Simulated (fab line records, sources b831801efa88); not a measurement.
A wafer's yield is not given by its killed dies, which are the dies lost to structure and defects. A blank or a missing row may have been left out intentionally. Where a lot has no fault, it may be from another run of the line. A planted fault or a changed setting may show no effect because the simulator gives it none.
A lot that was struck, set against a sound lot :: flow gf180mcu :: 15 steps out of a route of 602
Sound: the wafers L835.1, L835.2, L835.3. Struck: wafer L843.6 (left out: L843.1, L843.3 of the same lot, which were not struck); the cause appears at the end.
Each step with rows lists, per side, the tool, then ch with its chambers, then its first start. Under that, the readings that differ: sound wafers :: struck wafers :: difference of the means :: sigmas: that difference in standard deviations of wafers without a fault.
alike: words and numbers the same on both sides, and readings whose means are apart by under 2 such deviations; not compared: readings that were withheld, readings missing a value for some wafer, numbers with overlapping values and no deviation given by the record, and bounds like >300 which may hide the same value.
A row with sigmas, a row that says differs or no value, or rows on one side alone: a step with any of these is where the two part. Numbers that have no deviation but don't overlap get no sigmas and don't part them. A reading missing from all wafers of one side parts the sides only when that side holds two or more wafers.

GF_V1_CD_MEAS_14 targets a cd of 260 nm.
  struck on cd sem-02, day 23 09:01; sound on cd sem-02, day 19 13:04
  alike: cd nm
GF_V1_OVL_MEAS_15:
  struck on overlay-01, day 23 09:08; sound on overlay-01, day 19 13:11
reading: V1_OVL (nm)
sound: -7 -7 -16
struck: 1
difference: +11
sigmas: +2
GF_V1_ETCH_16: etches BARC in N2/H2.
  sound on rie diel-03 ch 0,1,2, day 19 13:13; struck on rie diel-03 ch 0, day 23 09:10
  alike: bias w, chamber pressure mTorr, drypump motor current A, oes product au, throttle valve pct
then, 1 step without rows for these wafers: GF_V1_ETCH_17 (etches SiO2 in C4F8/O2/Ar, stops on TiN, target depth 630 nm).
GF_V1_STRIP_18: strips in O2/N2.
  sound on plasma asher-02 ch 0,1, day 19 13:20; struck on plasma asher-04 ch 1, day 23 09:17
reading: drypump motor current A (A)
sound: 4.9 6.0 4.9
struck: 6.3
difference: +1.0
sigmas: +3
  alike: chamber pressure mTorr, heater power w, oes product au
  not compared: rf hours counter h
then, 3 steps without rows for these wafers: GF_V1_STRIP_19 (strips in post etch residue remover, time 1200 s); GF_V1_CLEAN_20 (cleans in DIW); GF_V1_SPUTTER_21 (material Ti, target thk 15 nm, time 80.02 s).
GF_V1_SPUTTER_22: material TiN, target thk 10 nm, time 40 s.
  struck on pvd sputter-02, day 23 09:53; sound on pvd sputter-01, day 19 13:57
  alike: throttle valve pct
GF_V1_CVD_23: deposits W, target thk 350 nm, time 105.05 s.
  sound on cvd w-01 ch 0,1, day 19 13:59; struck on cvd w-02 ch 1, day 23 09:55
  alike: heater power w
GF_V1_RS_MEAS_24: uses a four-point probe to measure.
  struck on film metro-03, day 23 10:09; sound on film metro-04, day 19 14:07
  alike: V1_W_RS
GF_V1_THK_MEAS_25: measures by xrf.
  struck on film metro-03, day 23 10:16; sound on film metro-04, day 19 14:14
  alike: V1_W_THK
GF_V1_CMP_26: polishes, stops on SiO2, t overpolish 15 s, target thk 0 nm.
  sound on cmp-02 ch 0,1,2, day 19 14:20; struck on cmp-01 ch 0, day 23 10:20
reading: overpolish run s (s)
sound: 14.996 15.005 14.989
struck: 0.040
difference: -14.957
sigmas: -99 or more

reading: time to endpoint s (s)
sound: 85 81 82
struck: 129
difference: +46
sigmas: +12
  alike: edge zone pressure frac, motor current A
GF_M2_SPUTTER_00: material Ti, target thk 37.5 nm, time 150 s.
  the record has rows for the sound wafers here (pvd sputter-02, day 19 14:35) and none for the struck ones
-- the record jumps here: 10 days lie between the struck wafers' starts before and after (it left off in module M2 and takes up again in module PASSIVATION, whose first step shown is number 602 of the route) --
GF_PASSIVATION_PROBE_99:
  record: rows for the struck wafers here (prober-02, day 32 23:48), none for the sound ones

== WHERE THEY PART ==
Last at GF_PASSIVATION_PROBE_99 as far as this record goes, first at GF_V1_OVL_MEAS_15.

WHY: what the simulator had put in
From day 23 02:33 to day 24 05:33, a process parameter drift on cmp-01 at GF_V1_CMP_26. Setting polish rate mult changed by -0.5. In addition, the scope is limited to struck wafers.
